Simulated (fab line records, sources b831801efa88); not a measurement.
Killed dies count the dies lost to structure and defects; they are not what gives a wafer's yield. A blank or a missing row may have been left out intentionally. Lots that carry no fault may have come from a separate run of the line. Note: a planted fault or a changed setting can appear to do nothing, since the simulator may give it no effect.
Problem report in the 8D (eight disciplines) form, filled by code / flow gf180mcu / the parts of the form that need people (team, actions taken, sign-off) are left out

1. WHAT WENT WRONG
At GF_PASSIVATION_ETCH_11, oesProductAu averages 0.823 a.u. over 6 wafers from 2 lots, while fault-free wafers read 0.986 a.u., standard deviation 0.01. Measured from the usual mean, that is -16 standard deviations.
The step: etches the open film in CF4/O2, stops on TiN, target depth 2040 nm, time 453.3 s.
First seen on wafer L566.3, day 33 18:13, on rieDiel-04. The record has a number at this step for 36 wafers belonging to 12 lots. The rule behind "out" and "out of limits": a value lying over 4 standard deviations away from the usual mean. All remaining wafers that have a number are taken as sound.

2. WHAT IT IS, WHAT IT ISN'T
question=which readings at this step | is=oesProductAu | is not=drypumpMotorCurrentA
question=which lots | is=L566, L569 | is not=L549, L550, L551, L553, L554, L559, L563, L564, L565, L572
question=which wafers of those lots | is=all that have a number | is not=-
question=read on which tools | is=rieDiel-04 | is not=rieDiel-01, rieDiel-02
question=when | is=from day 33 18:13 | is not=up to then (27 sound wafers); but 3 sound wafers of L572 came after

3. THE SUSPECTS, EACH WITH WHAT RULES IT OUT
Counting: a tool stays on the suspect list if, at a process step up to the reading, it processed all lots that are out and no sound lot following the first of them.
- rieDiel-04 at GF_PASSIVATION_ETCH_11 (etches the open film in CF4/O2, stops on TiN, target depth 2040 nm, time 453.3 s): kept. It ran every lot that is out, first L566 (day 33 18:13), and no sound lot after that; its last sound lot up to then is L559 (day 31 22:37). Its own readings are out on those wafers: oesProductAu.
The count leaves rieDiel-04 at GF_PASSIVATION_ETCH_11.

4. THE CAUSE (what the simulator had put in)
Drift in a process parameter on rieDiel-04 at GF_PASSIVATION_ETCH_11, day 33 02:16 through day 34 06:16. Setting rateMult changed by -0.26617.
After counting, this tool was the only one left.

5. THE EFFECT CHAIN, in route order
Rows list readings where the struck wafers' mean (over those with a number) sits beyond 3 standard deviations from the usual. Scope: only readings with a usual standard deviation given in the record; hours: median across lots of the time from each lot's start at the first step in this table that gives one to its start at this step; sigmas: change in usual standard deviations.
hours=0; step=GF_PASSIVATION_ETCH_11; reading=oesProductAu; usual=0.986 a.u.; on struck wafers=0.823; change=-0.163; sigmas=-16
hours=0; step=GF_PASSIVATION_ETCH_11; reading=throttleValvePct; usual=5.968 %; on struck wafers=5.918; change=-0.050; sigmas=-5.1
hours=0; step=GF_PASSIVATION_STRIP_12; reading=stripTimeToEndpointS; usual=33.1 s; on struck wafers=37.5; change=+4.4; sigmas=+11
hours=2; step=GF_PASSIVATION_PROBE_99; reading=defectLimitedYield; usual=90.5 %; on struck wafers=0.0; change=-90.5; sigmas=-65
hours=2; step=GF_PASSIVATION_PROBE_99; reading=killedAtOther; usual=0.1; on struck wafers=446.0; change=+445.9; sigmas=+99 or more
hours=2; step=GF_PASSIVATION_PROBE_99; reading=killedDies; usual=47; on struck wafers=492; change=+445; sigmas=+64
hours=2; step=GF_PASSIVATION_PROBE_99; reading=killedOnRim; usual=9; on struck wafers=96; change=+87; sigmas=+28
hours=2; step=GF_PASSIVATION_PROBE_99; reading=sort_bin_5_function; usual=5.5 %; on struck wafers=96.2; change=+90.7; sigmas=+82
hours=2; step=GF_PASSIVATION_PROBE_99; reading=sortNPass; usual=445; on struck wafers=0; change=-445; sigmas=-64
hours=2; step=GF_PASSIVATION_PROBE_99; reading=sortYieldPct; usual=90.5 %; on struck wafers=0.0; change=-90.5; sigmas=-65
Its process steps:
- GF_PASSIVATION_ETCH_11: etches the open film in CF4/O2, stops on TiN, target depth 2040 nm, time 453.3 s.
- GF_PASSIVATION_STRIP_12: strips in O2/N2.
- GF_PASSIVATION_PROBE_99

6. WHAT WOULD HAVE CAUGHT IT SOONER
In this record no reading fell out of limits until day 33 18:13, 16 hours after the fault had begun at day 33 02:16.
